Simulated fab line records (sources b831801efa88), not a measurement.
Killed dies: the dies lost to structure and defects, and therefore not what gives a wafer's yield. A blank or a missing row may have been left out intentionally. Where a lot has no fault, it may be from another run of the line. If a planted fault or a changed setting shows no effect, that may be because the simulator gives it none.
fab line records	flow gf180mcu
record lots=13	wafers=39	lastDay=34
route steps=602 shown MVSD@77 VT_IMPLANT@109 POLY_GATE@158 HV_LDD@198
lots that met no fault: from a run of the same line without faults
startH: start of the lot's first displayed wafer, in hours after the record's first day	waitH: hours elapsed since this lot's preceding step	" unchanged from the row above	L1.1+2: a single row standing in for several wafers	- value missing, or start not given	* or withheld: withheld	< > ~ a bound
route shown NAME@n: a module of which the file shows steps, and the number in the route of the first	usual: mean and standard deviation over wafers with no fault	same: alike in all rows	chamber/n: place in a boat	sites: per-site readings	_std_site: standard deviation of those values	_edge_site: the outer-site mean with the inner-site mean subtracted	radiusMm: how far each site lies from the wafer's centre	mask NAME#n: copy n	behind: the last tool/chamber to shape the wafer	hold: the reason the lot was held/the length of the hold in hours/how it ended	device: names the non-switching transistor (n, p or np)	end of line: at the end of the route, the tests of the same wafers	where a step has no rows: the recipe by itself	killed: not the wafer's yield, but the dies lost to structure and defects at the first sort	map: shows each die of a wafer: x if killed, . if not, _ if none is there
set.NAME: the setting the step ran with; set.NAME@STEP: the setting that earlier step ran with	model.NAME: the simulator's own value behind a step, which no gauge read
a sample of lots followed through the steps of the route, with each step as a table and each wafer as a row
services: the hour from which a tool's chamber was out of use, counted from the record's first day as startH (under 0 if before that day), plus the number of hours and why
## steps
# step GF_MVSD_TW_MEAS_11
# usual MVSD_TW=1573/15
lot.wafer	tool	chamber	startH	waitH	MVSD_TW
L992.1	filmMetro-03	-	88.39	0.1	1573
L992.4	"	-	"	"	1570
L992.6	"	-	"	"	1567
L994.1	filmMetro-01	-	97.30	0.1	1587
L994.2	"	-	"	"	1589
L994.4	"	-	"	"	1586
L997.4	filmMetro-04	-	115.56	0.1	1552
L997.5	"	-	"	"	1557
L997.6	"	-	"	"	1560
L998.4	filmMetro-01	-	121.53	0.1	1591
L998.5	"	-	"	"	1592
L998.6	"	-	"	"	1578
L103.1	filmMetro-04	-	152.20	0.1	1557
L103.4	"	-	"	"	1556
L103.5	"	-	"	"	1555
L106.1	filmMetro-03	-	171.00	0.1	1582
L106.2	"	-	"	"	1579
L106.4	"	-	"	"	1582
L108.3	filmMetro-01	-	182.12	0.1	1582
L108.5	"	-	"	"	1591
L108.6	"	-	"	"	1585
L107.4	filmMetro-01	-	182.72	0.1	1585
L107.5	"	-	"	"	1574
L107.6	"	-	"	"	1588
L109.1	filmMetro-03	-	186.48	0.1	1576
L109.2	"	-	"	"	1589
L109.3	"	-	"	"	1580
L110.1	filmMetro-01	-	191.48	0.1	1582
L110.2	"	-	"	"	1586
L110.4	"	-	"	"	1582
L112.1	filmMetro-03	-	205.53	0.1	1566
L112.2	"	-	"	"	1574
L112.6	"	-	"	"	1564
L113.2	filmMetro-03	-	211.36	0.1	1575
L113.3	"	-	"	"	1572
L113.4	"	-	"	"	1570
L114.1	filmMetro-01	-	219.23	0.1	1581
L114.3	"	-	"	"	1571
L114.4	"	-	"	"	1577
# step GF_VT_IMPLANT_IMPLANT_19
# recipe species=As	energyKev=100	doseCm2=4.35e+12	tiltDeg=7
# usual doseIonsCm2=4.35e+12/5e+09	faradayCurrentUA=24.6/0.49
lot.wafer	tool	chamber	startH	waitH	doseIonsCm2	faradayCurrentUA
L992.1	implanter-02	0	132.49	0.0	4.357e+12	24.9
L992.4	"	0	"	"	4.351e+12	24.3
L992.6	"	0	"	"	4.349e+12	24.5
L994.1	implanter-02	0	142.69	0.0	1.811e+12	10.4
L994.2	"	0	"	"	1.813e+12	10.0
L994.4	"	0	"	"	1.806e+12	9.8
L997.4	implanter-02	0	161.10	0.1	1.807e+12	10.1
L997.5	"	0	"	"	1.813e+12	10.4
L997.6	"	0	"	"	1.812e+12	10.0
L998.4	implanter-02	0	168.17	0.1	1.812e+12	10.3
L998.5	"	0	"	"	1.816e+12	10.3
L998.6	"	0	"	"	1.815e+12	10.3
L103.1	implanter-03	0	201.48	0.0	4.341e+12	24.3
L103.4	"	0	"	"	4.353e+12	25.3
L103.5	"	0	"	"	4.345e+12	24.1
L106.1	implanter-01	0	221.58	0.0	4.356e+12	25.3
L106.2	"	0	"	"	4.354e+12	24.5
L106.4	"	0	"	"	4.351e+12	24.4
L108.3	implanter-03	0	234.68	0.1	4.35e+12	24.3
L108.5	"	0	"	"	4.349e+12	24.8
L108.6	"	0	"	"	4.353e+12	23.9
L107.4	implanter-02	0	235.17	0.1	4.342e+12	24.7
L107.5	"	0	"	"	4.34e+12	24.9
L107.6	"	0	"	"	4.339e+12	24.8
L109.1	implanter-03	0	239.78	0.0	4.349e+12	23.7
L109.2	"	0	"	"	4.351e+12	24.3
L109.3	"	0	"	"	4.359e+12	24.9
L110.1	implanter-02	0	245.53	0.0	4.355e+12	25.2
L110.2	"	0	"	"	4.35e+12	24.4
L110.4	"	0	"	"	4.352e+12	25.3
L112.1	implanter-02	0	259.75	0.0	4.361e+12	25.4
L112.2	"	0	"	"	4.35e+12	25.1
L112.6	"	0	"	"	4.357e+12	25.5
L113.2	implanter-03	0	267.31	0.0	4.353e+12	24.0
L113.3	"	0	"	"	4.352e+12	24.7
L113.4	"	0	"	"	4.349e+12	24.3
L114.1	implanter-03	0	276.28	0.0	4.355e+12	24.3
L114.3	"	0	"	"	4.353e+12	24.5
L114.4	"	0	"	"	4.344e+12	25.2
# step GF_VT_IMPLANT_TW_MEAS_21
# usual VT_IMPLANT_2_TW=1216/6.7
lot.wafer	tool	chamber	startH	waitH	VT_IMPLANT_2_TW
L992.1	filmMetro-01	-	132.74	0.1	1225
L992.4	"	-	"	"	1217
L992.6	"	-	"	"	1220
L994.1	filmMetro-02	-	142.94	0.1	918
L994.2	"	-	"	"	921
L994.4	"	-	"	"	917
L997.4	filmMetro-02	-	161.31	0.1	925
L997.5	"	-	"	"	923
L997.6	"	-	"	"	919
L998.4	filmMetro-02	-	168.37	0.1	916
L998.5	"	-	"	"	919
L998.6	"	-	"	"	919
L103.1	filmMetro-02	-	201.73	0.1	1219
L103.4	"	-	"	"	1211
L103.5	"	-	"	"	1213
L106.1	filmMetro-02	-	221.84	0.1	1222
L106.2	"	-	"	"	1220
L106.4	"	-	"	"	1219
L108.3	filmMetro-01	-	234.90	0.1	1219
L108.5	"	-	"	"	1218
L108.6	"	-	"	"	1224
L107.4	filmMetro-03	-	235.38	0.1	1193
L107.5	"	-	"	"	1192
L107.6	"	-	"	"	1201
L109.1	filmMetro-01	-	240.03	0.1	1219
L109.2	"	-	"	"	1215
L109.3	"	-	"	"	1222
L110.1	filmMetro-01	-	245.78	0.1	1217
L110.2	"	-	"	"	1219
L110.4	"	-	"	"	1219
L112.1	filmMetro-01	-	260.00	0.1	1214
L112.2	"	-	"	"	1224
L112.6	"	-	"	"	1220
L113.2	filmMetro-01	-	267.55	0.1	1215
L113.3	"	-	"	"	1216
L113.4	"	-	"	"	1217
L114.1	filmMetro-01	-	276.53	0.1	1217
L114.3	"	-	"	"	1221
L114.4	"	-	"	"	1217
# step GF_POLY_GATE_THK_MEAS_01
# recipe reads=poly-Si_of_POLY_GATE_CVD_00
# usual POLY_GATE_CVD_00_THK=200.4/1.6
lot.wafer	tool	chamber	startH	waitH	POLY_GATE_CVD_00_THK[nm]
L992.1	filmMetro-01	-	186.46	0.0	198.9
L992.4	"	-	"	"	199.0
L992.6	"	-	"	"	197.5
L994.1	filmMetro-04	-	196.31	0.0	204.2
L994.2	"	-	"	"	202.4
L994.4	"	-	"	"	202.7
L997.4	filmMetro-02	-	219.36	0.0	201.0
L997.5	"	-	"	"	199.8
L997.6	"	-	"	"	200.5
L998.4	filmMetro-01	-	224.99	0.0	200.4
L998.5	"	-	"	"	200.3
L998.6	"	-	"	"	199.2
L103.1	filmMetro-04	-	262.12	0.0	201.5
L103.4	"	-	"	"	201.7
L103.5	"	-	"	"	203.2
L106.1	filmMetro-04	-	286.95	0.0	200.2
L106.2	"	-	"	"	202.0
L106.4	"	-	"	"	201.6
L108.3	filmMetro-02	-	300.40	0.0	196.6
L108.5	"	-	"	"	199.2
L108.6	"	-	"	"	197.0
L107.4	filmMetro-02	-	300.47	0.1	199.5
L107.5	"	-	"	"	201.8
L107.6	"	-	"	"	202.4
L109.1	filmMetro-02	-	304.89	0.0	198.2
L109.2	"	-	"	"	198.9
L109.3	"	-	"	"	200.6
L110.1	filmMetro-02	-	311.72	0.0	201.7
L110.2	"	-	"	"	200.8
L110.4	"	-	"	"	202.7
L112.1	filmMetro-02	-	328.91	0.0	201.1
L112.2	"	-	"	"	198.5
L112.6	"	-	"	"	199.7
L113.2	filmMetro-02	-	335.27	0.0	199.4
L113.3	"	-	"	"	197.3
L113.4	"	-	"	"	198.3
L114.1	filmMetro-02	-	348.89	0.0	198.7
L114.3	"	-	"	"	198.1
L114.4	"	-	"	"	198.4
# step GF_HV_LDD_STRIP_22
# recipe chemistry=O2/N2	powerW=1400	pressureMtorr=1500	platenTempC=250	o2FlowSccm=3000	n2FlowSccm=300	overashFraction=0.5
# usual drypumpMotorCurrentA=5.49/0.28	heaterPowerW=325/34	oesProductAu=0.716/0.0046	stripTimeToEndpointS=12.64/0.035
lot.wafer	tool	chamber	startH	waitH	drypumpMotorCurrentA	heaterPowerW	oesProductAu	rfHoursCounterH	stripTimeToEndpointS
L992.1	plasmaAsher-03	0	240.96	0.1	5.34	339	0.711	58	12.66
L992.4	"	1	"	"	5.35	333	0.725	-	12.67
L992.6	"	0	"	"	5.35	350	0.717	-	12.63
L994.1	plasmaAsher-03	0	251.86	0.1	5.35	348	0.715	60	12.68
L994.2	"	1	"	"	5.34	338	0.723	60	12.68
L994.4	"	1	"	"	5.34	347	0.714	-	12.63
L997.4	plasmaAsher-03	1	278.79	0.1	5.36	332	0.712	-	12.72
L997.5	"	1	"	"	5.34	344	0.713	-	12.67
L997.6	"	0	"	"	5.35	346	0.714	-	12.67
L998.4	plasmaAsher-02	0	282.79	0.1	5.65	281	0.711	-	12.66
L998.5	"	1	"	"	4.95	245	0.713	-	12.64
L998.6	"	0	"	"	5.64	283	0.720	-	12.66
L103.1	plasmaAsher-03	0	323.71	0.1	5.36	340	0.712	67	12.62
L103.4	"	0	"	"	5.36	355	0.725	-	12.57
L103.5	"	0	"	"	5.37	340	0.714	-	12.59
L106.1	plasmaAsher-03	0	352.25	0.1	5.34	340	0.714	71	12.63
L106.2	"	1	"	"	5.34	337	0.719	71	12.65
L106.4	"	1	"	"	5.33	330	0.721	-	12.60
L108.3	plasmaAsher-03	1	364.34	0.1	5.32	345	0.712	-	12.64
L108.5	"	0	"	"	5.34	340	0.712	-	12.62
L108.6	"	1	"	"	5.34	336	0.714	-	12.61
L107.4	plasmaAsher-04	0	366.45	0.1	5.87	299	0.716	-	12.69
L107.5	"	1	"	"	5.85	360	0.715	-	12.68
L107.6	"	0	"	"	5.87	297	0.719	-	12.68
L109.1	plasmaAsher-02	0	370.40	0.1	5.64	278	0.720	76	12.62
L109.2	"	1	"	"	4.97	253	0.711	76	12.65
L109.3	"	0	"	"	5.64	280	0.717	-	12.69
L110.1	plasmaAsher-04	0	380.58	0.1	5.87	298	0.716	24	12.69
L110.2	"	1	"	"	5.85	361	0.720	24	12.62
L110.4	"	0	"	"	5.89	297	0.710	-	12.68
L112.1	plasmaAsher-04	1	401.95	0.1	5.87	361	0.710	26	12.64
L112.2	"	0	"	"	5.91	296	0.719	26	12.62
L112.6	"	1	"	"	5.87	372	0.713	-	12.65
L113.2	plasmaAsher-02	1	412.29	0.1	4.95	259	0.713	80	12.59
L113.3	"	0	"	"	5.64	284	0.719	-	12.66
L113.4	"	1	"	"	4.95	252	0.719	-	12.66
L114.1	plasmaAsher-04	1	421.45	0.1	5.87	356	0.716	28	12.63
L114.3	"	0	"	"	5.85	293	0.716	-	12.66
L114.4	"	1	"	"	5.87	370	0.710	-	12.65
## services
tool	chamber	startH	hours	kind
plasmaAsher-04	-	108.82	9.0	pm
plasmaAsher-03	-	130.81	1.2	repair
implanter-03	-	133.55	0.8	repair
implanter-01	-	135.37	4.3	pm
plasmaAsher-04	-	137.06	3.3	repair
plasmaAsher-04	-	141.22	14.1	repair
implanter-02	-	211.90	7.5	pm
implanter-03	-	212.69	5.8	repair
implanter-01	-	227.70	3.9	repair
plasmaAsher-04	-	236.69	1.8	repair
implanter-01	-	251.14	3.7	repair
implanter-03	-	263.87	2.8	repair
plasmaAsher-03	-	275.31	2.8	pm
implanter-02	-	280.16	2.0	repair
implanter-03	-	281.34	7.2	pm
implanter-03	-	302.90	4.3	pm
plasmaAsher-04	-	307.83	23.5	repair
implanter-03	-	316.55	2.2	repair
implanter-02	-	319.22	5.1	pm
implanter-02	-	326.02	1.8	repair
implanter-03	-	350.89	7.9	pm
implanter-02	-	372.30	21.3	pm
implanter-03	-	385.42	1.8	repair
plasmaAsher-03	-	421.25	9.0	pm
## key
firstSign step=GF_VT_IMPLANT_IMPLANT_19	reading=doseIonsCm2	direction=down	sigmas=99+	usual=4.35e+12	struck=1.812e+12
effect step=GF_VT_IMPLANT_IMPLANT_19	reading=faradayCurrentUA	direction=down	sigmas=29	usual=24.6	struck=10.2
effect step=GF_VT_IMPLANT_TW_MEAS_21	reading=VT_IMPLANT_2_TW	direction=down	sigmas=44	usual=1216	struck=920
metAt GF_VT_IMPLANT_IMPLANT_19
struckLots L994,L997,L998
testerLeftOut L994,L997,L998
notActingAt GF_MVSD_TW_MEAS_11,GF_POLY_GATE_THK_MEAS_01,GF_HV_LDD_STRIP_22
onsetBetween 132.49 142.69
fault kind=processParameterDrift	tool=implanter-02	chamber=-	onsetH=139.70	steps=GF_VT_IMPLANT_IMPLANT_19	channel=doseCm2	offset=-2.5407e+12	shape=step	endH=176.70	actsIn=theseRecipesOnly	stated=4.35e+12
# testerLeftOut: of these lots the tester's yield and bins aren't shown, on N5 and GAA mostly nor the transistor test; their killed dies are dies lost to structure and defects alone, not to doping, threshold or leakage, so they don't give the yield
